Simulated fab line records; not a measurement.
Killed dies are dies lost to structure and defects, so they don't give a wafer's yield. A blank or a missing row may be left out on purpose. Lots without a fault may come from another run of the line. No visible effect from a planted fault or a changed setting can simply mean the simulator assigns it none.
Which tool is to blame? ; flow gf180mcu ; 12 lots with 36 wafers sampled at 2 steps, on a route of 602 steps

== WHAT THE GAUGES SHOWED, per wafer ==
GF_V2_RS_MEAS_24: measures by four-point-probe.
lot;measured;on;V2_W_RS (ohm/sq)
L075;day 20 16:14;filmMetro-04;0.320 0.319 0.317
L077;day 21 16:22;filmMetro-04;0.326 0.327 0.329
L079;day 22 09:38;filmMetro-01;0.327 0.327 0.322
L081;day 23 05:23;filmMetro-01;0.330 0.326 0.329
L083;day 24 02:54;filmMetro-01;0.318 0.327 0.322
L085;day 24 11:16;filmMetro-01;0.326 0.323 0.329
L087;day 25 05:59;filmMetro-01;0.329 0.327 0.325
L089;day 25 21:50;filmMetro-01;0.331 0.322 0.321
L091;day 26 06:31;filmMetro-01;0.326 0.326 0.331
L093;day 26 23:06;filmMetro-01;0.324 0.323 0.328
L095;day 27 12:02;filmMetro-04;0.327 0.321 0.324
L097;day 28 00:07;filmMetro-01;0.324 0.327 0.331

== WHAT TOOL EACH LOT RAN ON (gives the tool, then ch and the chambers of the sampled wafers, and finally the start) ==
lot;GF_V1_CMP_26
L075;cmp-01 ch 1,2,3, day 18 13:58
L077;cmp-01 ch 0,2,3, day 19 13:17
L079;cmp-02 ch 0,2,3, day 20 06:32
L081;cmp-01 ch 0,1, day 21 03:49
L083;cmp-02 ch 0,1,3, day 22 00:47
L085;cmp-02 ch 2,3, day 22 11:13
L087;cmp-02 ch 0,1,2, day 23 06:17
L089;cmp-01 ch 1,2,3, day 23 21:52
L091;cmp-01 ch 0,1,2, day 24 09:26
L093;cmp-01 ch 1,2,3, day 25 02:17
L095;cmp-01 ch 1,2, day 25 15:41
L097;cmp-01 ch 1,2,3, day 26 05:16
- GF_V1_CMP_26: polishes, stops on SiO2, t overpolish 15 s, target thk 0 nm.

== THE ANSWER, worked out from the rows above alone ==
Rule: what is usual is taken from the lots themselves. The widest of any qualifying gaps counts: lots, ordered by their means at a reading, are off when they make up no more than a third of the lots, leave a main group of 4 or more, and stand apart from it by 3 or more times the standard deviation of that group's means. A main group is skipped when, at the precision printed for the reading in the tables above, its means are all equal. A lot without any number at a reading at which 4 lots or more have one is off too. Any other lot the step has rows for is counted as sound.
None of the lots is off at any reading shown; this tells nothing.

== WHAT HAD BEEN PUT IN BY THE SIMULATOR ==
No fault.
